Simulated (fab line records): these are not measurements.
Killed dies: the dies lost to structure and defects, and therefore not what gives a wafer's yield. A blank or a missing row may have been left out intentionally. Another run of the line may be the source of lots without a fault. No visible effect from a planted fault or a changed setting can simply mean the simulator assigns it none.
Code-filled problem report in 8D (eight disciplines) form ; flow gf180mcu ; the parts of the form that need people (team, actions taken, sign-off) are left out

1. WHAT IS WRONG
Wafers without a fault read 787 W, standard deviation 4.5; rf-fwd-power-W at GF_M5_ETCH_09 reads a mean of 659 W on 5 wafers belonging to 2 lots. That puts it -29 standard deviations away from the usual mean.
The step: etches Si3N4 in CF4/O2, target depth 52 nm, time 11.6 s.
Seen first at day 29 13:13 on rie-diel-01, wafer L868.3. Wafers with a number at this step in the record: 35, from 12 lots. Rule for "out" (also "out of limits"): further than 4 standard deviations from the usual mean. The other wafers with a number count as sound.

2. WHAT IT IS, WHAT IT ISN'T
question;is;is not
which readings at this step;rf-fwd-power-W, oes-product-au;O2_flow_sccm, chamber-pressure-mTorr, drypump-motor-current-A
which lots;L868, L870;L859, L860, L861, L862, L875, L876, L877, L879, L880, L881
which wafers of those lots;all that have a number;-
read on which tools;rie-diel-01;rie-diel-02, rie-diel-04
when;from day 29 13:13;"up to then (12 sound wafers); but 18 sound wafers of L875, L876, L877, L879, L880, L881 came after"

3. WHAT RULES OUT EACH SUSPECT
Counting: a tool at a process step up to the reading stays a suspect if it ran every lot that is out and no sound lot after the first of them.
- rie-diel-01 at GF_M5_ETCH_09 (etches Si3N4 in CF4/O2, target depth 52 nm, time 11.6 s): ruled out as a lasting fault. Following L868 (day 29 13:13), the first lot on it that is out, the sound lots L879, L881 were run on it.
Left after counting: nothing in the record.

4. THE CAUSE (what the simulator had put in)
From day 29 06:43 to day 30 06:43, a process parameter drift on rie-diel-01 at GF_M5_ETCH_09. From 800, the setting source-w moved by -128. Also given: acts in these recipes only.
Counting ruled it out, wrongly.

5. THE EFFECT CHAIN, in route order
Each row: a reading where the mean over the struck wafers with a number is more than 3 standard deviations away from the usual. Readings are gone through only where the record gives a usual standard deviation; hours: the median, over the lots, of the time from a lot's start at the first step in this table giving one to that lot's start at this step; sigmas: the change measured in usual standard deviations.
hours;step;reading;usual;on struck wafers;change;sigmas
0;GF_M5_ETCH_09;oes-product-au;0.997 a.u.;0.907;-0.090;-6.5
0;GF_M5_ETCH_09;rf-fwd-power-W;787 W;659;-128;-29
0;GF_M5_ETCH_09;throttle-valve-pct;5.969 %;5.937;-0.032;-3.4
It contains these process steps:
- GF_M5_ETCH_09: etches Si3N4 in CF4/O2, target depth 52 nm, time 11.6 s.
Later steps that measure or inspect, where all struck wafers having a row at the step show a number for every such reading and not one has moved that far: GF_V5_THK_MEAS_03.

6. HOW IT WOULD HAVE BEEN CAUGHT EARLIER
6 hours passed between the start of the fault at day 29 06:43 and the first reading out of limits in this record, taken at day 29 13:13.
